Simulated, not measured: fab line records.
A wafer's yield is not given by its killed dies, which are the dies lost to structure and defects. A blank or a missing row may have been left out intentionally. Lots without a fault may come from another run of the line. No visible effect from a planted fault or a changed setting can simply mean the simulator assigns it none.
What tool caused it? ; flow sfq line ; 45 wafers sampled from 15 lots at 1 step of a route of 325

== WHAT EACH GAUGE READ, for each wafer ==
The record holds no reading of a measuring or inspecting step that can be judged against a usual standard deviation.

== EACH LOT AND THE TOOL THAT RAN IT (in order: tool; ch and the chambers of the sampled wafers; start) ==
lot;SFQ_TRILAYER_I1_VIA_LITHO_PEB_052
L358;litho track-02 ch 0, day 16 18:24
L360;litho track-03 ch 0, day 17 13:25
L361;litho track-01 ch 0, day 17 20:36
L363;litho track-01 ch 0, day 19 05:45
L365;litho track-02 ch 0, day 19 17:48
L366;litho track-02 ch 0, day 20 08:10
L367;litho track-03 ch 0, day 20 12:57
L368;litho track-02 ch 0, day 20 19:00
L370;litho track-02 ch 0, day 21 06:58
L371;litho track-01, day 21 09:22
L372;litho track-02, day 21 20:15
L373;litho track-02, day 22 07:06
L375;litho track-03 ch 0, day 22 23:51
L378;litho track-01 ch 0, day 24 05:49
L381;litho track-02 ch 0, day 24 23:52
- SFQ_TRILAYER_I1_VIA_LITHO_PEB_052: peb time 60 s.

== AS READ BY THE TOOLS THEMSELVES (means over the sampled wafers that have a number; for cases with no such wafer, the mark the record gives instead) ==
SFQ_TRILAYER_I1_VIA_LITHO_PEB_052.
lot;tool;chill plate temp C (C);exhaust pa (Pa)
L358;litho track-02;23.03;45.0
L360;litho track-03;22.85;43.9
L361;litho track-01;23.00;45.3
L363;litho track-01;23.01;46.1
L365;litho track-02;22.91;45.9
L366;litho track-02;22.83;45.6
L367;litho track-03;22.97;46.0
L368;litho track-02;23.07;45.9
L370;litho track-02;22.91;45.9
L371;litho track-01;-;-
L372;litho track-02;-;-
L373;litho track-02;-;-
L375;litho track-03;23.01;46.2
L378;litho track-01;23.11;45.0
L381;litho track-02;23.11;45.9

== THE ANSWER, worked out from the rows above alone ==
Rule: the lots themselves supply what counts as usual. Put in order of their means at a reading, lots are off if they are a third of the lots or fewer, leave a main group of 4 or more, and stand apart from it by a gap of 3 or more times the standard deviation of the main group's means; of several such gaps the widest counts. Not used: any main group whose means are identical at the precision the tables above print for the reading. A lot without any number at a reading at which 4 lots or more have one is off too. Where the step has rows for the other lots, those lots are counted as sound. After the gauges, taken in route order, come the tools' own readings; for these a lot's mean is taken, as printed above. At the first step where some lot is off, the reading lying furthest off is the one used; lots without a number count as furthest.
Off: L371, L372, L373, at SFQ_TRILAYER_I1_VIA_LITHO_PEB_052 (chill plate temp C). Without a number there: L371, L372, L373. For the main group the mean is 22.98 C and the standard deviation 0.089.
If a tool, at that step or one of the process steps before it, ran each lot that is off and ran no sound lot following the first of them, it fits. Not one of the candidates tried fits.

== WHAT WAS PUT IN BY THE SIMULATOR ==
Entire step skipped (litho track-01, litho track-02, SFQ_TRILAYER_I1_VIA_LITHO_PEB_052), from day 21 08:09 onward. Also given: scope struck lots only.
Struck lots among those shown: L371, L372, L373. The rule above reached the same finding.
